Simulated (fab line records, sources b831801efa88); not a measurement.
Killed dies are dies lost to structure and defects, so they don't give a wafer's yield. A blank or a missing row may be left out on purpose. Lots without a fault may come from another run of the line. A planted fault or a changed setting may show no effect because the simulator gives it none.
fab line records | flow sky130
record lots=12 wafers=34 last_day=51
route steps=708 shown VT_ADJUST_NCORE@121 METAL3@567 PASSIVATION@693 PAD_OPEN@701
lots that met no fault: from a run of the same line without faults
start_h: hours from the record's first day to the start of the lot's first wafer shown | wait_h: hours since the lot's step before | " the same as in the row above | L1.1+2: a row that stands for several wafers | - no value, or no start given | * or withheld: withheld | < > ~ a bound
route shown NAME@n: a module of which the file shows steps, and the number in the route of the first | usual: mean/standard deviation of fault-free wafers | same: alike in all rows | chamber/n: place in a boat | sites: the reading at each site | _std_site: their standard deviation | _edge_site: outer sites' mean less inner sites' | radius_mm: how far each site lies from the wafer's centre | mask NAME#n: copy n | behind: the tool/chamber that last shaped the wafer | hold: why the lot was held/for how many hours/how that ended | device: the transistor (n, p or np) that didn't switch | end of line: the same wafers' tests at the end of the route | a step without rows: its recipe alone | killed: dies lost to structure and defects at the first sort, not the wafer's yield | map: a wafer's dies, x killed, . not, _ none there
set.NAME: the setting as run; set.NAME@STEP: as run at that earlier step | model.NAME: the simulator's own value behind a step, which no gauge read
steps of the route over a sample of lots; a table a step, a row a wafer
services: from which hour (start_h, from the record's first day; less than 0 if before it) a tool's chamber was out of use, for how many hours, and why
## steps
# step SKY_VT_ADJUST_NCORE_COAT_02
# recipe resist=NOVOLAK spin_rpm=3000 resist_thk_nm=1140
# columns lot.wafer tool chamber start_h wait_h
L251.2+3+4 litho_track-03 0 182.07 0.1
L252.1+4+6 litho_track-02 0 187.92 0.1
L253.1+3+5 litho_track-04 0 198.49 0.1
L254.1+4+6 litho_track-04 0 209.69 0.1
L257.1+2+3 litho_track-03 0 224.04 0.1
L261.3+5 litho_track-02 0 247.52 0.1
L263.1+4 litho_track-02 0 265.87 0.1
L268.3+5+6 litho_track-04 0 299.84 0.1
L269.3+4+5 litho_track-04 0 308.94 0.1
L270.4+5+6 litho_track-04 0 316.47 0.1
L271.3+4+5 litho_track-02 0 323.92 0.1
L273.1+3+4 litho_track-02 0 328.72 0.1
# step SKY_VT_ADJUST_NCORE_STRIP_10
# recipe chemistry=O2/N2 power_w=1400 pressure_mtorr=1500 platen_temp_c=withheld o2_flow_sccm=3000 n2_flow_sccm=300 overash_fraction=0.5
# usual drypump_motor_current_A=5.7/0.52 oes_product_au=0.715/0.0044 strip_time_to_endpoint_s=14.17/0.04
# same overash_fraction=0.5
# columns lot.wafer tool chamber start_h wait_h drypump_motor_current_A oes_product_au rf_hours_counter_h strip_time_to_endpoint_s
L251.2 plasma_asher-04 0 193.90 0.1 6.4 0.719 48 14.19
L251.3 " 1 " " 6.1 0.719 - 14.17
L251.4 " 0 " " 6.4 0.716 - 14.18
L252.1 plasma_asher-01 1 199.70 0.1 5.8 0.717 8 14.13
L252.4 " 1 " " 5.8 0.716 - 14.18
L252.6 " 1 " " 5.8 0.712 - 14.13
L253.1 plasma_asher-04 1 210.35 0.1 6.1 0.715 50 14.18
L253.3 " 1 " " 6.1 0.714 - 14.19
L253.5 " 1 " " 6.1 0.713 - 14.16
L254.1 plasma_asher-04 1 221.60 0.1 6.1 0.718 51 14.12
L254.4 " 0 " " 6.4 0.713 - 14.15
L254.6 " 0 " " 6.4 0.715 - 14.15
L257.1 plasma_asher-02 0 236.40 0.1 5.5 0.724 43 14.18
L257.2 " 1 " " 5.1 0.717 43 14.18
L257.3 " 0 " " 5.4 0.716 - 14.22
L261.3 plasma_asher-01 0 260.83 0.1 5.0 0.713 - 13.97
L261.5 " 1 " " 5.8 0.719 - 14.13
L263.1 plasma_asher-04 1 278.67 0.1 6.1 0.712 57 14.05
L263.4 " 1 " " 6.1 0.714 - 14.14
L268.3 plasma_asher-02 0 313.70 0.1 5.5 0.712 - 14.15
L268.5 " 0 " " 5.5 0.721 - 14.13
L268.6 " 1 " " 5.2 0.719 - 14.17
L269.3 plasma_asher-01 0 321.78 0.1 5.0 0.711 - 14.14
L269.4 " 1 " " 5.9 0.713 - 14.09
L269.5 " 1 " " 5.9 0.715 - 14.13
L270.4 plasma_asher-01 1 329.83 0.1 5.9 0.715 - 14.17
L270.5 " 0 " " 5.0 0.717 - 14.09
L270.6 " 1 " " 5.9 0.710 - 14.09
L271.3 plasma_asher-02 0 337.48 0.1 5.5 0.715 - 14.20
L271.4 " 1 " " 5.2 0.717 - 14.22
L271.5 " 0 " " 5.5 0.718 - 14.23
L273.1 plasma_asher-01 1 342.65 0.1 5.8 0.712 22 14.18
L273.3 " 1 " " 5.8 0.716 - 14.20
L273.4 " 0 " " 5.0 0.712 - 14.13
# step SKY_METAL3_ETCH_17
# recipe target=SiO2 stop_on=TiN chemistry=C4F8/O2/Ar source_w=1500 bias_w=1200 pressure_mtorr=40 c4f8_flow_sccm=withheld O2_flow_sccm=6 Ar_flow_sccm=300 time_s=3.9 target_depth_a=150
# usual oes_product_au=0.756/0.008
# columns lot.wafer tool chamber start_h wait_h oes_product_au rf_hours_counter_h
L251.2 rie_diel-01 1 925.56 0.1 0.748 17
L251.3 " 3 " " 0.756 10
L251.4 " 2 " " 0.753 -
L252.1 rie_diel-03 1 938.46 0.1 0.754 6
L252.4 " 3 " " 0.763 4
L252.6 " 1 " " 0.765 -
L253.1 rie_diel-03 1 952.31 0.1 0.763 6
L253.3 " 3 " " 0.752 5
L253.5 " 2 " " 0.769 -
L254.1 rie_diel-04 3 954.33 0.1 0.757 19
L254.4 " 2 " " 0.770 13
L254.6 " 0 " " 0.765 -
L257.1 rie_diel-04 1 972.33 0.1 0.741 2
L257.2 " 0 " " 0.750 15
L257.3 " 2 " " 0.758 14
L261.3 rie_diel-01 3 994.38 0.0 0.768 12
L261.5 " 2 " " 0.758 -
L263.1 rie_diel-03 0 1008.43 0.1 0.749 26
L263.4 " 3 " " 0.756 6
L268.3 rie_diel-04 1 1044.41 0.1 0.749 5
L268.5 " 2 " " 0.757 -
L268.6 " 1 " " 0.754 -
L269.3 rie_diel-01 0 1049.08 0.0 0.751 7
L269.4 " 3 " " 0.763 13
L269.5 " 2 " " 0.758 -
L270.4 rie_diel-01 3 1057.08 0.0 0.772 14
L270.5 " 2 " " 0.769 -
L270.6 " 1 " " 0.766 -
L271.3 rie_diel-04 2 1058.93 0.0 0.746 16
L271.4 " 1 " " 0.754 5
L271.5 " 2 " " 0.751 -
L273.1 rie_diel-01 2 1069.81 0.1 0.740 22
L273.3 " 1 " " 0.750 22
L273.4 " 0 " " 0.756 7
# step SKY_PASSIVATION_STRIP_12
# recipe chemistry=O2/N2 power_w=1400 pressure_mtorr=1500 platen_temp_c=withheld overash_fraction=0.7 o2_flow_sccm=3000 n2_flow_sccm=300
# usual drypump_motor_current_A=5.8/0.46 oes_product_au=0.660/0.0046 strip_time_to_endpoint_s=31.50/0.13
# same overash_fraction=0.7
# columns lot.wafer tool chamber start_h wait_h drypump_motor_current_A oes_product_au rf_hours_counter_h strip_time_to_endpoint_s
L251.2 plasma_asher-03 0 1077.22 0.1 5.3 0.657 62 31.46
L251.3 " 1 " " 6.1 0.659 - 31.41
L251.4 " 0 " " 5.3 0.653 - 31.47
L252.1 plasma_asher-03 1 1087.83 0.1 6.2 0.666 63 31.45
L252.4 " 1 " " 6.1 0.657 - 31.47
L252.6 " 0 " " 5.4 0.660 - 31.50
L253.1 plasma_asher-04 0 1100.20 0.1 6.4 0.658 34 31.21
L253.3 " 0 " " 6.4 0.662 - 31.24
L253.5 " 0 " " 6.4 0.663 - 31.27
L254.1 plasma_asher-04 1 1101.23 0.1 6.1 0.661 34 31.35
L254.4 " 0 " " 6.4 0.662 - 31.67
L254.6 " 1 " " 6.1 0.669 - 31.53
L257.1 plasma_asher-04 1 1116.12 0.1 6.1 0.659 35 31.50
L257.2 " 0 " " 6.4 0.656 35 31.54
L257.3 " 0 " " 6.4 0.657 - 31.47
L261.3 plasma_asher-04 1 1135.52 0.1 6.1 0.668 - 31.64
L261.5 " 1 " " 6.1 0.655 - 31.46
L263.1 plasma_asher-02 0 1146.03 0.1 5.5 0.663 8 31.59
L263.4 " 1 " " 5.2 0.656 - 31.58
L268.3 plasma_asher-02 1 1175.96 0.1 5.1 0.652 - 31.80
L268.5 " 1 " " 5.2 0.660 - 31.73
L268.6 " 0 " " 5.4 0.663 - 31.67
L269.3 plasma_asher-04 1 1179.26 0.1 6.1 0.663 - 31.46
L269.4 " 0 " " 6.4 0.663 - 31.36
L269.5 " 0 " " 6.4 0.657 - 31.43
L270.4 plasma_asher-03 0 1185.32 0.1 5.4 0.668 - 31.77
L270.5 " 0 " " 5.4 0.665 - 31.63
L270.6 " 1 " " 6.1 0.662 - 31.65
L271.3 plasma_asher-04 1 1186.66 0.1 6.1 0.660 - 31.61
L271.4 " 0 " " 6.4 0.655 - 31.52
L271.5 " 1 " " 6.1 0.663 - 31.43
L273.1 plasma_asher-04 1 1194.64 0.1 6.1 0.658 43 31.33
L273.3 " 0 " " 6.4 0.655 - 31.30
L273.4 " 1 " " 6.1 0.670 - 31.47
# step SKY_PAD_OPEN_ETCH_07
# recipe chemistry=CF4/O2 target_depth_nm=725 stop_on=AlCu source_w=800 bias_w=150 pressure_mtorr=150 cf4_flow_sccm=80 O2_flow_sccm=10 time_s=161.1
# usual drypump_motor_current_A=5.7/0.39 oes_product_au=0.980/0.0075 throttle_valve_pct=5.966/0.0089
# columns lot.wafer tool chamber start_h wait_h drypump_motor_current_A oes_product_au rf_hours_counter_h throttle_valve_pct
L251.2 rie_diel-01 2 1098.87 - 5.9 0.984 23 5.967
L251.3 " 1 " " 6.3 0.972 23 5.961
L251.4 " 3 " " 5.9 0.983 15 5.965
L252.1 rie_diel-02 0 1108.67 - 5.3 0.984 26 5.970
L252.4 " 2 " " 5.9 0.982 23 5.961
L252.6 " 2 " " 5.9 0.983 - 5.969
L253.1 rie_diel-01 0 1121.47 - 5.8 0.982 9 5.975
L253.3 " 3 " " 5.9 0.979 16 5.971
L253.5 " 2 " " 5.9 0.990 - 5.972
L254.1 rie_diel-03 3 1121.80 - 5.7 0.979 11 5.962
L254.4 " 2 " " 5.9 0.993 17 5.977
L254.6 " 1 " " 6.2 0.978 - 5.966
L257.1 rie_diel-02 3 1136.52 - 5.3 0.971 12 5.956
L257.2 " 1 " " 5.1 0.983 17 5.978
L257.3 " 0 " " 5.3 0.982 27 5.958
L261.3 rie_diel-01 3 1154.49 - 6.0 0.975 18 5.968
L261.5 " 1 " " 6.3 0.981 - 5.969
L263.1 rie_diel-02 3 1164.65 - 5.3 0.979 13 5.970
L263.4 " 0 " " 5.3 0.983 28 5.976
L268.3 rie_diel-03 1 1192.39 - 6.2 0.972 15 5.957
L268.5 " 3 " " 5.7 0.978 - 5.957
L268.6 " 0 " " 5.9 0.984 - 5.956
L269.3 rie_diel-01 1 1196.25 - 6.3 0.987 27 5.960
L269.4 " 3 " " 5.9 0.987 19 5.967
L269.5 " 3 " " 6.0 0.985 - 5.964
L270.4 rie_diel-02 1 1201.95 - 5.1 0.976 - 5.968
L270.5 " 3 " " 5.2 0.978 - 5.965
L270.6 " 0 " " 5.2 0.974 - 5.977
L271.3 rie_diel-03 0 1202.85 - 5.9 0.987 4 5.946
L271.4 " 2 " " 5.9 0.991 20 5.959
L271.5 " 1 " " 6.2 0.993 - 5.962
L273.1 rie_diel-02 3 1210.60 - 5.2 0.979 15 5.962
L273.3 " 2 " " 5.9 0.964 26 5.974
L273.4 " 0 " " 5.2 0.988 30 5.965
## services
# columns tool chamber start_h hours kind
rie_diel-01 - 161.56 1.0 repair
plasma_asher-04 - 286.22 1.8 repair
rie_diel-01 - 294.29 0.9 repair
rie_diel-01 0 300.43 8.3 repair
rie_diel-01 1 376.90 8.0 repair
rie_diel-01 - 391.65 0.5 repair
plasma_asher-04 - 430.52 0.3 repair
rie_diel-01 1 487.14 11.9 repair
rie_diel-01 0 533.79 5.1 repair
rie_diel-01 0 558.20 8.5 repair
rie_diel-01 - 623.73 14.6 pm
plasma_asher-04 - 733.75 9.0 pm
rie_diel-01 2 746.35 3.0 repair
plasma_asher-04 - 776.10 7.5 repair
rie_diel-01 1 779.37 3.6 repair
plasma_asher-04 - 802.42 2.7 pm
rie_diel-01 2 834.36 16.5 repair
plasma_asher-04 - 835.15 0.3 repair
rie_diel-01 0 864.29 14.0 repair
rie_diel-01 0 921.83 11.3 repair
rie_diel-01 - 1010.53 2.8 pm
plasma_asher-04 - 1130.26 2.5 repair
rie_diel-01 0 1147.56 1.7 repair
rie_diel-01 1 1162.17 5.9 repair
## key
first_sign step=SKY_VT_ADJUST_NCORE_STRIP_10 reading=strip_time_to_endpoint_s direction=down sigmas=4 usual=* struck=*
effect none on later readings
met_at SKY_VT_ADJUST_NCORE_COAT_02
struck_lots L261,L263
struck_wafers L261.3,L263.1
tester_left_out L261,L263
not_acting_at SKY_METAL3_ETCH_17,SKY_PASSIVATION_STRIP_12,SKY_PAD_OPEN_ETCH_07
onset_between 187.92 247.52
fault kind=process_parameter_drift tool=litho_track-02 chamber=- onset_h=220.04 steps=SKY_VT_ADJUST_NCORE_COAT_02 channel=resist_thk_nm offset=-13.877 shape=step end_h=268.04 scope=struck_wafers_only acts_in=these_recipes_only stated=1140
# tester_left_out: of these lots the tester's yield and bins aren't shown, on N5 and GAA mostly nor the transistor test; their killed dies are dies lost to structure and defects alone, not to doping, threshold or leakage, so they don't give the yield
